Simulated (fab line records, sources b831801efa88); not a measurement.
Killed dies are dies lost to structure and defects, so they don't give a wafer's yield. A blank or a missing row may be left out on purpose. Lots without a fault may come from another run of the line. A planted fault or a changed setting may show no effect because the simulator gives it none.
A struck lot beside a sound one | flow sky130 | 30 steps out of a route of 708
Sound: wafers L101.1, L101.3, L101.5. Struck: wafers L107.1, L107.3, L107.4. The cause comes at the end.
At each step with rows: each side's tool, then ch and its chambers, then its first start. Under that, the readings that differ: sound wafers | struck wafers | difference of the means | sigmas: that difference in standard deviations of wafers without a fault.
alike: readings whose means differ by less than 2 such deviations, and words and numbers that are the same on both sides. not compared: withheld readings, readings that some wafer has no value for, bounds like >300 that may hide the same value, and numbers for which the record gives no deviation and whose values overlap.
The two part at a step that has a row with sigmas, a row that says differs or no value, or rows on one side only. Numbers that don't overlap but have no deviation are shown without sigmas and don't part them. A reading that every wafer of one side lacks parts them only if that side has two wafers or more.

first, 5 steps without rows for these wafers: SKY_SONOS_ONO_COAT_08 (resist thk 1140 nm); SKY_SONOS_ONO_SOFTBAKE_09 (time 60 s); SKY_SONOS_ONO_EXPOSE_10 (exposes mask ONOM, target cd 410 nm); SKY_SONOS_ONO_PEB_11; SKY_SONOS_ONO_DEVELOP_12 (develop time 60 s).
SKY_SONOS_ONO_CD_MEAS_13: target cd 410 nm.
  sound on cd_sem-02, day 16 18:35; struck on cd_sem-01, day 18 12:46
  alike: cd_nm
SKY_SONOS_ONO_OVL_MEAS_14:
  sound on overlay-01, day 16 18:43; struck on overlay-02, day 18 12:53
  alike: SONOS_ONO_OVL
SKY_SONOS_ONO_ETCH_15: etches the open film in CHF3/O2, target depth 19.52 nm, time 7.8 s.
  sound on rie_diel-03 ch 0,1,3, day 16 18:45; struck on rie_diel-02 ch 0,1, day 18 12:56
  alike: drypump_motor_current_A, oes_product_au, throttle_valve_pct
  not compared: rf_hours_counter_h
then, 1 step without rows for these wafers: SKY_SONOS_ONO_WET_ETCH_16 (etches SiO2 in dHF, target depth 14 nm, time 280 s).
SKY_SONOS_ONO_STRIP_17: strips in O2/N2.
  sound on plasma_asher-01 ch 0,1, day 16 18:51; struck on plasma_asher-03 ch 0,1, day 18 13:02
  alike: drypump_motor_current_A, oes_product_au, strip_time_to_endpoint_s
  not compared: rf_hours_counter_h
then, 2 steps without rows for these wafers: SKY_SONOS_ONO_WET_ETCH_18 (etches Si3N4 in H3PO4, target depth 15 nm, time 172 s); SKY_GATE_OXIDE_CLEAN_00 (cleans in SC1/SC2, time 150 s).
SKY_GATE_OXIDE_OXIDATION_01: stabilise 600 s, purge 300 s, target thk 10.268 nm.
  sound on furnace-02 ch 0, day 16 19:07; struck on furnace-01 ch 0, day 18 15:13
  reading                                           | sound             | struck            | difference | sigmas
  spike_tc_bottom_C (C)                             | 921.6 920.5 918.8 | 893.7 895.0 894.2 | -26.0      | -14
  spike_tc_centre_C (C)                             | 900.6 901.4 902.5 | 877.0 878.0 877.0 | -24.2      | -24
  spike_tc_lower_C (C)                              | 900.0 898.5 901.1 | 875.5 875.6 876.5 | -24.0      | -18
  spike_tc_top_C (C)                                | 911 912 914       | 885 883 885       | -28        | -9
  spike_tc_upper_C (C)                              | 899.3 900.6 900.3 | 873.3 874.1 872.7 | -26.7      | -19
  tube_center_temp_C (C)                            | 899.97 900.02 900 | 877.05 876.92 877 | -23.01     | -99 or more
  tube_center_temp_C_max                            | 902.6 902.6 901.9 | 879.0 879.0 878.8 | -23.4      | -60
  zone_power_bottom_pct (%)                         | 35 36 36          | 26 25 25          | -10        | -2
  zone_power_top_pct (%)                            | 38.0 38.3 37.9    | 35.8 35.1 35.5    | -2.6       | -5
  model.SiO2_of_GATE_OXIDE_OXIDATION_01.thk_nm (nm) | 9.98 10.16 10.02  | 7.95 7.944 8.074  | -2.06      |
  alike: zone_power_centre_pct
SKY_GATE_OXIDE_THK_MEAS_02:
  sound on film_metro-02, day 16 20:32; struck on film_metro-01, day 18 16:37
  reading                          | sound            | struck         | difference | sigmas
  GATE_OXIDE_OXIDATION_00_THK (nm) | 9.98 10.18 10.04 | 7.93 7.93 8.05 | -2.10      | -12
then, 7 steps without rows for these wafers: SKY_GATE_OXIDE_DEHYDRATE_03 (time 60 s); SKY_GATE_OXIDE_HMDS_04 (prime time 60 s); SKY_GATE_OXIDE_COAT_05 (resist thk 1140 nm); SKY_GATE_OXIDE_SOFTBAKE_06 (time 60 s); SKY_GATE_OXIDE_EXPOSE_07 (exposes mask LVOM, target cd 600 nm); SKY_GATE_OXIDE_PEB_08; SKY_GATE_OXIDE_DEVELOP_09 (develop time 60 s).
SKY_GATE_OXIDE_OVL_MEAS_10:
  sound on overlay-01, day 18 02:19; struck on overlay-01, day 19 23:14
  alike: GATE_OXIDE_OVL
then, 2 steps without rows for these wafers: SKY_GATE_OXIDE_IMPLANT_11; SKY_GATE_OXIDE_WET_ETCH_12 (etches SiO2 in dHF, target depth 16.8 nm, time 336 s).
SKY_GATE_OXIDE_STRIP_13: strips in O2/N2.
  sound on plasma_asher-02 ch 0, day 18 02:43; struck on plasma_asher-04 ch 0,1, day 19 23:37
  reading                     | sound          | struck         | difference | sigmas
  drypump_motor_current_A (A) | 5.60 5.61 5.61 | 6.26 6.26 5.97 | +0.56      | +2
  alike: oes_product_au, strip_time_to_endpoint_s
  not compared: rf_hours_counter_h
SKY_GATE_OXIDE_TW_MEAS_14:
  sound on film_metro-02, day 18 02:49; struck on film_metro-01, day 19 23:43
  alike: GATE_OXIDE_TW
then, 1 step without rows for these wafers: SKY_GATE_OXIDE_CLEAN_15 (cleans in SC1/SC2, time 150 s).
SKY_GATE_OXIDE_OXIDATION_16: stabilise 600 s, purge 300 s, target thk 3.57 nm.
  sound on furnace-02 ch 0, day 18 02:56; struck on furnace-01 ch 0, day 20 01:01
  reading                                           | sound             | struck            | difference | sigmas
  spike_tc_lower_C (C)                              | 801.9 799.7 802.0 | 798.3 798.4 799.7 | -2.4       | -2
  spike_tc_top_C (C)                                | 816.0 816.1 816.5 | 810.4 809.2 810.8 | -6.1       | -2
  model.SiO2_of_GATE_OXIDE_OXIDATION_01.thk_nm (nm) | 11.3 11.49 11.32  | 9.497 9.51 9.614  | -1.830     |
  alike: spike_tc_bottom_C, spike_tc_centre_C, spike_tc_upper_C, tube_center_temp_C, tube_center_temp_C_max, zone_power_bottom_pct, zone_power_centre_pct, zone_power_top_pct
then, 1 step without rows for these wafers: SKY_POLY_GATE_CVD_00 (deposits poly-Si, target thk 180 nm, time 720 s).
-- the record jumps here: 30 days lie between the struck wafers' starts before and after (it left off in module POLY_GATE and takes up again in module PAD_OPEN, whose first step shown is number 708 of the route) --
SKY_PAD_OPEN_PROBE_99:
  sound on prober-02, day 48 16:03; struck on prober-02, day 49 20:27
  reading                                | sound                        | struck                        | difference | sigmas
  killed_at_front_end                    | 7 11 12                      | 10 24 25                      | +10        | +2
  model.etest.nfet_16v.r_on_ohm_um       | 1.422e+04 1.426e+04 1.41e+04 | 1.273e+04 1.275e+04 1.282e+04 | -1.427e+03 |
  model.etest.pfet_g5v0d10v5.r_on_ohm_um | 4882 4807 4710               | 4277 4237 4271                | -538       |
  model.etest.tip_sonos.rs_ohm_sq        | 2686 2700 2690               | 2244 2252 2254                | -442       |
  model.etest.nfet_g5v0d10v5.r_on_ohm_um | 1928 1911 1901               | 1696 1694 1709                | -214       |
  model.etest.nfet_g5v0d10v5.drive_ua_um | 614.3 606.7 609.4            | 724.3 730.2 716.7             | +113.6     |
  model.etest.nfet_05v0_nvt.drive_ua_um  | 578.4 571.7 578.4            | 674.1 673.5 672.8             | +97.3      |
  model.etest.pfet_g5v0d10v5.drive_ua_um | 341.6 340.4 346              | 396.1 398.6 395               | +53.9      |
  alike: killed_at_M0_to_M3, killed_at_M4_up, killed_at_contacts, killed_at_other, killed_dies, killed_open, killed_short
  not compared: model.etest.pfet_16v.r_on_ohm_um

WHERE THEY PART
First at SKY_GATE_OXIDE_OXIDATION_01; last, within this record, at SKY_PAD_OPEN_PROBE_99.

WHY: what the simulator had put in
Process parameter drift: furnace-01, from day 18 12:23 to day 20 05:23, at SKY_GATE_OXIDE_OXIDATION_01. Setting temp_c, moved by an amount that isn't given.
